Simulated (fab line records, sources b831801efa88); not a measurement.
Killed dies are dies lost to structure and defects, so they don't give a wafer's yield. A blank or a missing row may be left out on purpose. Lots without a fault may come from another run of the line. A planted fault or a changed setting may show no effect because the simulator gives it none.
Which tool did it? | flow gf180mcu | 24 lots, 72 wafers sampled, at 5 steps of a route of 602

WHAT THE GAUGES READ, wafer by wafer
GF_MIM_RS_MEAS_10: measures by four-point-probe.
lot  | measured     | on            | MIM_ALCU_RS (ohm/sq)
L074 | day 24 16:46 | film_metro-01 | 0.1614 0.1598 0.1609
L075 | day 25 03:53 | film_metro-03 | 0.1588 0.1583 0.1600
L076 | day 25 07:42 | film_metro-01 | 0.1598 0.1573 0.1575
L078 | day 25 18:02 | film_metro-02 | 0.1603 0.1594 0.1595
L077 | day 25 23:33 | film_metro-01 | 0.1625 0.1568 0.1581
L079 | day 26 08:01 | film_metro-02 | 0.1533 0.1574 0.1600
L080 | day 26 12:34 | film_metro-02 | 0.1595 0.1604 0.1610
L081 | day 27 07:28 | film_metro-02 | 0.1604 0.1590 0.1595
L082 | day 27 07:36 | film_metro-01 | 0.1625 0.1592 0.1605
L083 | day 27 19:08 | film_metro-03 | 0.1590 0.1595 0.1599
L084 | day 28 01:14 | film_metro-01 | 0.1561 0.1574 0.1562
L085 | day 28 11:07 | film_metro-03 | 0.1579 0.1630 0.1634
L086 | day 29 00:20 | film_metro-02 | 0.1582 0.1625 0.1604
L088 | day 29 13:28 | film_metro-01 | 0.1587 0.1606 0.1584
L087 | day 29 16:04 | film_metro-01 | 0.1605 0.1652 0.1622
L089 | day 29 18:04 | film_metro-01 | 0.1595 0.1590 0.1621
L090 | day 29 23:50 | film_metro-01 | 0.1575 0.1640 0.1634
L092 | day 30 03:58 | film_metro-02 | 0.1559 0.1644 0.1632
L091 | day 30 06:10 | film_metro-01 | 0.1591 0.1590 0.1599
L093 | day 30 10:53 | film_metro-01 | 0.1605 0.1637 0.1584
L094 | day 30 15:37 | film_metro-03 | 0.1577 0.1576 0.1611
L095 | day 30 20:53 | film_metro-02 | 0.1576 0.1611 0.1567
L096 | day 31 01:53 | film_metro-02 | 0.1573 0.1566 0.1570
L097 | day 31 05:00 | film_metro-01 | 0.1605 0.1587 0.1613

GF_TOP_METAL_THK_MEAS_06: measures by xrf.
lot  | measured     | on            | TOP_METAL_ALCU_THK (nm)
L074 | day 27 09:33 | film_metro-04 | 910 881 888
L075 | day 27 21:28 | film_metro-03 | 889 890 893
L076 | day 28 01:14 | film_metro-02 | 912 905 904
L078 | day 28 08:28 | film_metro-03 | 900 906 904
L077 | day 28 14:31 | film_metro-02 | 912 891 910
L079 | day 28 23:00 | film_metro-02 | 902 897 894
L080 | day 29 03:34 | film_metro-02 | 903 887 874
L081 | day 29 21:31 | film_metro-04 | 881 907 895
L082 | day 29 21:54 | film_metro-02 | 910 891 908
L083 | day 30 08:16 | film_metro-03 | 891 892 894
L084 | day 30 13:46 | film_metro-04 | 891 904 901
L085 | day 30 23:05 | film_metro-03 | 921 907 921
L086 | day 31 10:35 | film_metro-04 | 896 882 889
L088 | day 31 22:30 | film_metro-02 | 908 909 899
L087 | day 32 02:16 | film_metro-03 | 903 883 892
L089 | day 32 04:22 | film_metro-02 | 890 873 890
L090 | day 32 08:17 | film_metro-03 | 873 880 878
L092 | day 32 12:27 | film_metro-04 | 880 893 890
L091 | day 32 14:09 | film_metro-03 | 908 901 891
L093 | day 32 18:56 | film_metro-03 | 901 886 905
L094 | day 32 23:08 | film_metro-03 | 899 904 895
L095 | day 33 04:29 | film_metro-02 | 894 911 898
L096 | day 33 08:22 | film_metro-03 | 896 895 895
L097 | day 33 11:08 | film_metro-03 | 907 914 909

WHICH TOOL RAN EACH LOT (tool, then ch and the chambers of the sampled wafers, then the start)
lot  | GF_CONTACT_ETCH_16                 | GF_MIM_SPUTTER_00            | GF_TOP_METAL_SPUTTER_04
L074 | rie_diel-04 ch 1,2,3, day 16 08:26 | pvd_sputter-03, day 24 16:20 | pvd_sputter-04, day 27 09:24
L075 | rie_diel-01 ch 0,1, day 16 18:44   | pvd_sputter-01, day 25 03:27 | pvd_sputter-01, day 27 21:19
L076 | rie_diel-04 ch 0,1, day 16 21:44   | pvd_sputter-03, day 25 07:14 | pvd_sputter-02, day 28 01:04
L078 | rie_diel-02 ch 0,1, day 17 10:11   | pvd_sputter-01, day 25 17:34 | pvd_sputter-01, day 28 08:17
L077 | rie_diel-01 ch 0,1,3, day 17 17:04 | pvd_sputter-04, day 25 23:08 | pvd_sputter-04, day 28 14:22
L079 | rie_diel-01 ch 1,2,3, day 18 02:47 | pvd_sputter-04, day 26 07:34 | pvd_sputter-01, day 28 22:50
L080 | rie_diel-01 ch 0,2, day 18 06:44   | pvd_sputter-03, day 26 12:10 | pvd_sputter-04, day 29 03:25
L081 | rie_diel-02 ch 1,2,3, day 19 04:14 | pvd_sputter-01, day 27 07:01 | pvd_sputter-04, day 29 21:22
L082 | rie_diel-02 ch 1,2,3, day 19 07:20 | pvd_sputter-04, day 27 07:10 | pvd_sputter-02, day 29 21:44
L083 | rie_diel-01 ch 0,2, day 19 20:32   | pvd_sputter-01, day 27 18:44 | pvd_sputter-04, day 30 08:08
L084 | rie_diel-02 ch 0,1,3, day 20 02:26 | pvd_sputter-01, day 28 00:49 | pvd_sputter-02, day 30 13:37
L085 | rie_diel-04 ch 0,1, day 20 15:05   | pvd_sputter-01, day 28 10:41 | pvd_sputter-04, day 30 22:56
L086 | rie_diel-04 ch 1,3, day 21 07:47   | pvd_sputter-03, day 28 23:53 | pvd_sputter-04, day 31 10:25
L088 | rie_diel-01 ch 0,1,2, day 21 23:08 | pvd_sputter-03, day 29 13:01 | pvd_sputter-02, day 31 22:20
L087 | rie_diel-01 ch 0,2, day 22 01:44   | pvd_sputter-04, day 29 15:37 | pvd_sputter-04, day 32 02:07
L089 | rie_diel-02 ch 1,2,3, day 22 03:49 | pvd_sputter-01, day 29 17:38 | pvd_sputter-04, day 32 04:13
L090 | rie_diel-01 ch 1,3, day 22 10:08   | pvd_sputter-01, day 29 23:26 | pvd_sputter-04, day 32 08:08
L092 | rie_diel-01 ch 2,3, day 22 16:02   | pvd_sputter-01, day 30 03:33 | pvd_sputter-02, day 32 12:18
L091 | rie_diel-04 ch 0,2,3, day 22 19:52 | pvd_sputter-03, day 30 05:45 | pvd_sputter-01, day 32 14:00
L093 | rie_diel-02 ch 0,1,2, day 23 00:47 | pvd_sputter-04, day 30 10:28 | pvd_sputter-01, day 32 18:47
L094 | rie_diel-04 ch 1,2,3, day 23 07:43 | pvd_sputter-03, day 30 15:13 | pvd_sputter-01, day 32 22:59
L095 | rie_diel-01 ch 0,1,3, day 23 14:31 | pvd_sputter-04, day 30 20:28 | pvd_sputter-02, day 33 04:17
L096 | rie_diel-01 ch 1,3, day 23 21:13   | pvd_sputter-03, day 31 01:28 | pvd_sputter-04, day 33 08:14
L097 | rie_diel-02 ch 0,3, day 24 00:34   | pvd_sputter-04, day 31 04:33 | pvd_sputter-01, day 33 10:58
- GF_CONTACT_ETCH_16: etches BARC in N2/H2.
- GF_MIM_SPUTTER_00: material Ti, target thk 37.5 nm, time 150 s.
- GF_TOP_METAL_SPUTTER_04: material TiN, target thk 25 nm, time 20.8 s.

WHAT THE TOOLS THEMSELVES READ (means of the sampled wafers that have a number; where no wafer has one, the mark that the record gives instead)
GF_CONTACT_ETCH_16.
lot  | tool        | drypump_motor_current_A (A) | h2_flow_sccm (sccm) | n2_flow_sccm (sccm) | oes_product_au (a.u.) | throttle_valve_pct (%)
L074 | rie_diel-04 | 5.8                         | 200.1               | 99.66               | 0.853                 | 13.221
L075 | rie_diel-01 | 6.1                         | 200.3               | 99.94               | 0.850                 | 13.216
L076 | rie_diel-04 | 5.2                         | 200.5               | 100.00              | 0.855                 | 13.229
L078 | rie_diel-02 | 5.5                         | 199.9               | 99.96               | 0.858                 | 13.225
L077 | rie_diel-01 | 5.7                         | 200.0               | 100.05              | 0.856                 | 13.225
L079 | rie_diel-01 | 5.6                         | 199.9               | 99.96               | 0.857                 | 13.232
L080 | rie_diel-01 | 6.3                         | 199.9               | 100.10              | 0.849                 | 13.234
L081 | rie_diel-02 | 5.4                         | 199.8               | 99.89               | 0.851                 | 13.233
L082 | rie_diel-02 | 5.4                         | 200.7               | 100.10              | 0.861                 | 13.228
L083 | rie_diel-01 | 6.3                         | 200.2               | 99.91               | 0.855                 | 13.225
L084 | rie_diel-02 | 5.2                         | 200.7               | 100.30              | 0.856                 | 13.231
L085 | rie_diel-04 | 5.2                         | 200.4               | 99.84               | 0.856                 | 13.234
L086 | rie_diel-04 | 5.8                         | 200.3               | 99.88               | 0.860                 | 13.228
L088 | rie_diel-01 | 6.1                         | 200.1               | 100.04              | 0.858                 | 13.222
L087 | rie_diel-01 | 6.2                         | 200.0               | 99.92               | 0.858                 | 13.225
L089 | rie_diel-02 | 5.4                         | 200.1               | 99.89               | 0.854                 | 13.223
L090 | rie_diel-01 | 5.6                         | 200.2               | 99.92               | 0.857                 | 13.224
L092 | rie_diel-01 | 5.6                         | 200.1               | 99.68               | 0.853                 | 13.222
L091 | rie_diel-04 | 5.9                         | 200.3               | 100.02              | 0.856                 | 13.224
L093 | rie_diel-02 | 5.3                         | 200.1               | 99.83               | 0.855                 | 13.218
L094 | rie_diel-04 | 5.8                         | 199.2               | 100.22              | 0.857                 | 13.215
L095 | rie_diel-01 | 5.8                         | 200.2               | 99.90               | 0.855                 | 13.227
L096 | rie_diel-01 | 5.2                         | 200.2               | 100.28              | 0.854                 | 13.221
L097 | rie_diel-02 | 4.9                         | 200.5               | 99.91               | 0.856                 | 13.225

GF_MIM_SPUTTER_00.
lot  | tool           | throttle_valve_pct (%)
L074 | pvd_sputter-03 | 30.6
L075 | pvd_sputter-01 | 30.5
L076 | pvd_sputter-03 | 30.6
L078 | pvd_sputter-01 | 29.9
L077 | pvd_sputter-04 | 29.1
L079 | pvd_sputter-04 | 28.5
L080 | pvd_sputter-03 | 30.6
L081 | pvd_sputter-01 | 29.6
L082 | pvd_sputter-04 | 29.1
L083 | pvd_sputter-01 | 29.6
L084 | pvd_sputter-01 | 29.1
L085 | pvd_sputter-01 | 28.8
L086 | pvd_sputter-03 | 30.1
L088 | pvd_sputter-03 | 30.1
L087 | pvd_sputter-04 | 29.7
L089 | pvd_sputter-01 | 30.4
L090 | pvd_sputter-01 | 29.9
L092 | pvd_sputter-01 | 29.5
L091 | pvd_sputter-03 | 30.6
L093 | pvd_sputter-04 | 29.8
L094 | pvd_sputter-03 | 30.0
L095 | pvd_sputter-04 | 28.6
L096 | pvd_sputter-03 | 29.8
L097 | pvd_sputter-04 | 28.5

GF_TOP_METAL_SPUTTER_04.
lot  | tool           | throttle_valve_pct (%)
L074 | pvd_sputter-04 | 29.6
L075 | pvd_sputter-01 | 30.5
L076 | pvd_sputter-02 | 30.6
L078 | pvd_sputter-01 | 30.1
L077 | pvd_sputter-04 | 29.5
L079 | pvd_sputter-01 | 29.7
L080 | pvd_sputter-04 | 28.7
L081 | pvd_sputter-04 | 29.8
L082 | pvd_sputter-02 | 29.4
L083 | pvd_sputter-04 | 28.6
L084 | pvd_sputter-02 | 30.7
L085 | pvd_sputter-04 | 29.1
L086 | pvd_sputter-04 | 29.7
L088 | pvd_sputter-02 | 30.3
L087 | pvd_sputter-04 | 28.6
L089 | pvd_sputter-04 | 29.0
L090 | pvd_sputter-04 | 28.6
L092 | pvd_sputter-02 | 28.1
L091 | pvd_sputter-01 | 30.9
L093 | pvd_sputter-01 | 30.3
L094 | pvd_sputter-01 | 29.0
L095 | pvd_sputter-02 | 29.2
L096 | pvd_sputter-04 | 28.7
L097 | pvd_sputter-01 | 29.9

THE ANSWER, worked out from the rows above alone
Rule: what is usual is taken from the lots themselves. Put in order of their means at a reading, lots are off if they are a third of the lots or fewer, leave a main group of 4 or more, and stand apart from it by a gap of 3 or more times the standard deviation of the main group's means; of several such gaps the widest counts. A main group whose means are all the same, to the digits that the tables above print for the reading, isn't used. A lot without any number at a reading at which 4 lots or more have one is off too. The other lots that the step has rows for count as sound. The gauges are gone through in route order, then the tools' own readings, and for those a lot's mean is taken as printed above. The first step at which some lot is off is used, and at that step the reading that is off furthest; a lot without a number counts as furthest.
No lot is off at any reading shown: from this, nothing can be told.

WHAT THE SIMULATOR HAD PUT IN
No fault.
